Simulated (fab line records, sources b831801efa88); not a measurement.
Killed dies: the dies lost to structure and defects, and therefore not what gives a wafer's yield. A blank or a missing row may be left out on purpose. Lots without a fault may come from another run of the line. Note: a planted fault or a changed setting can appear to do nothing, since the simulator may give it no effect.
Comparing a struck lot with a sound one	flow gf180mcu	15 steps out of a route of 602
Sound: wafers L650.1, L650.3, L650.6. Struck: wafer L655.3 (L655.4, L655.6, from the same lot, were not struck and are left out); the cause is given at the end.
Order at every step that has rows: each side's tool, ch and its chambers, its first start. Under that, the readings that differ: sound wafers	struck wafers	difference of the means	sigmas: that difference in standard deviations of wafers without a fault.
alike: readings whose means differ by less than 2 such deviations, and words and numbers that are the same on both sides. not compared: withheld readings, readings that some wafer has no value for, bounds like >300 that may hide the same value, and numbers for which the record gives no deviation and whose values overlap.
Wherever a step has rows on one side only, a row that says differs or no value, or a row with sigmas, the two part there. Numbers that have no deviation but don't overlap get no sigmas and don't part them. A reading missing from all wafers of one side parts the sides only when that side holds two or more wafers.

first, 5 steps without rows for these wafers: GF_V3_COAT_09 (resist thk 1000 nm); GF_V3_SOFTBAKE_10 (time 60 s); GF_V3_EXPOSE_11 (exposes mask Via3, target cd 260 nm); GF_V3_PEB_12 (peb time 90 s); GF_V3_DEVELOP_13 (develop time 60 s).
GF_V3_CD_MEAS_14 targets a cd of 260 nm.
  struck on cd sem-01, day 27 10:23; sound on cd sem-02, day 25 19:53
  alike: cd nm
GF_V3_OVL_MEAS_15:
  struck on overlay-01, day 27 10:28; sound on overlay-02, day 25 20:00
  alike: V3_OVL
GF_V3_ETCH_16: etches BARC in N2/H2.
  sound on rie diel-01 ch 0,2,3, day 25 20:02; struck on rie diel-01 ch 3, day 27 10:29
reading	sound	struck	difference	sigmas
oes product au (a.u.)	0.854 0.847 0.858	0.843	-0.010	-2
  alike: drypump motor current A, n2 flow sccm, throttle valve pct
GF_V3_ETCH_17: etches SiO2 in C4F8/O2/Ar, stops on TiN, target depth 635 nm.
  sound on rie diel-01 ch 0,2,3; struck on rie diel-01 ch 3
  alike: oes product au
GF_V3_STRIP_18: strips in O2/N2.
  sound on plasma asher-03 ch 0,1, day 25 20:10; struck on plasma asher-03 ch 1, day 27 10:40
  alike: drypump motor current A, heater power w, n2 flow sccm, oes product au
  not compared: rf hours counter h
then, 2 steps without rows for these wafers: GF_V3_STRIP_19 (strips in post etch residue remover, time 1200 s); GF_V3_CLEAN_20 (cleans in DIW).
GF_V3_SPUTTER_21: material Ti, target thk 15 nm, time 80.02 s.
  struck on pvd sputter-03, day 27 11:11; sound on pvd sputter-02, day 25 20:42
reading	sound	struck	difference	sigmas
cathode dc power W (W)	2500.5 2499.2 2500.1	2973.2	+473.3	+99 or more
model.Ti_of_V3_SPUTTER_21.thk nm (nm)	14.77 14.89 14.86	18.06	+3.22	
  alike: throttle valve pct
GF_V3_SPUTTER_22: material TiN, target thk 10 nm, time 40 s.
  struck on pvd sputter-03, day 27 11:16; sound on pvd sputter-02, day 25 20:46
  alike: cathode dc power W, throttle valve pct
-- the record jumps here: 6 days lie between the struck wafers' starts before and after (it left off in module V3 and takes up again in module PASSIVATION, whose first step shown is number 602 of the route) --
GF_PASSIVATION_PROBE_99:
  the record has rows for the struck wafers here (prober-02, day 33 03:25) and none for the sound ones

WHERE THEY PART
At GF_V3_ETCH_16 first; at GF_PASSIVATION_PROBE_99 last (within this record only).

WHY: the cause the simulator had injected
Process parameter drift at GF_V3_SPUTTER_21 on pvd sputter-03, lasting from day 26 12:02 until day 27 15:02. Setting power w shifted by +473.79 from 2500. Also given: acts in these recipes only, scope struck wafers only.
